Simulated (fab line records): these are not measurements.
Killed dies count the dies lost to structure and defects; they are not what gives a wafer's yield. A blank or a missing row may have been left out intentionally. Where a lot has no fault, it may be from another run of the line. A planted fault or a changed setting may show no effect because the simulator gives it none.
Which tool did it?    flow sfqLine    42 wafers sampled from 14 lots at 1 step of a route of 325

## WHAT THE GAUGES READ, wafer by wafer
Not one reading of a measure or inspect step in the record can be checked against a usual standard deviation.

## WHAT TOOL EACH LOT RAN ON (gives the tool, then ch and the chambers of the sampled wafers, and finally the start)
lot   SFQ_TRILAYER_I6_DEP_PECVD_165
L609  pecvd-01 ch 1,2, day 58 17:45
L610  pecvd-02 ch 1,2, day 59 02:09
L611  pecvd-01 ch 1,2, day 59 06:57
L612  pecvd-01 ch 0,1,2, day 59 10:33
L613  pecvd-03 ch 0,2, day 60 13:46
L619  pecvd-03 ch 0,1, day 61 18:58
L623  pecvd-03 ch 0,1,2, day 63 02:44
L625  pecvd-01 ch 1,2, day 63 15:31
L627  pecvd-01 ch 0,1,2, day 63 22:41
L628  pecvd-01 ch 0,2, day 65 04:05
L629  pecvd-02 ch 0,2, day 65 06:29
L630  pecvd-03 ch 0,1,2, day 65 16:11
L631  pecvd-01 ch 0,1,2, day 65 17:25
L632  pecvd-02 ch 0,1,2, day 65 22:11
- SFQ_TRILAYER_I6_DEP_PECVD_165: deposits SiO2 from SiH4/N2O, time 111.11 s, target thk 500 nm.

## WHAT THE TOOLS THEMSELVES READ (means of the sampled wafers that have a number; where no wafer has one, the mark that the record gives instead)
SFQ_TRILAYER_I6_DEP_PECVD_165. Usual: heaterPowerW 80 W, standard deviation 14; rfFwdPowerW 182.5 W, standard deviation 0.74; throttleValvePct 24.3 %, standard deviation 1.4.
lot   tool      heaterPowerW (W)  rfFwdPowerW (W)  throttleValvePct (%)  flag
L609  pecvd-01  81                183.7            23.8                  
L610  pecvd-02  84                181.6            25.2                  
L611  pecvd-01  85                183.1            22.9                  
L612  pecvd-01  79                182.9            23.6                  
L613  pecvd-03  94                182.7            23.3                  
L619  pecvd-03  109               153.2            24.0                  OFF
L623  pecvd-03  101               153.3            23.7                  OFF
L625  pecvd-01  77                182.9            24.1                  
L627  pecvd-01  78                182.7            23.6                  
L628  pecvd-01  84                182.5            22.9                  
L629  pecvd-02  81                182.4            26.7                  
L630  pecvd-03  83                182.5            23.9                  
L631  pecvd-01  76                182.9            23.8                  
L632  pecvd-02  75                182.0            26.2                  

## THE ANSWER, worked out from the rows above alone
Rule: take the mean of a lot's wafers that have a number; if it is more than 3 standard deviations from the usual mean, the lot is off. A lot without any number at a reading at which 4 lots or more have one is off too. All remaining lots with rows at the step are treated as sound. After the gauges, taken in route order, come the tools' own readings; for these a lot's mean is taken, as printed above. The first step at which some lot is off is used, and at that step the reading that is off furthest; a lot without a number counts as furthest.
Off: L619, L623, at SFQ_TRILAYER_I6_DEP_PECVD_165 (rfFwdPowerW).
A tool fits if, at that step or a process step before it, it ran every lot that is off, and no sound lot after the first of them. No candidate that was tried fits.

## WHAT WAS PUT IN BY THE SIMULATOR
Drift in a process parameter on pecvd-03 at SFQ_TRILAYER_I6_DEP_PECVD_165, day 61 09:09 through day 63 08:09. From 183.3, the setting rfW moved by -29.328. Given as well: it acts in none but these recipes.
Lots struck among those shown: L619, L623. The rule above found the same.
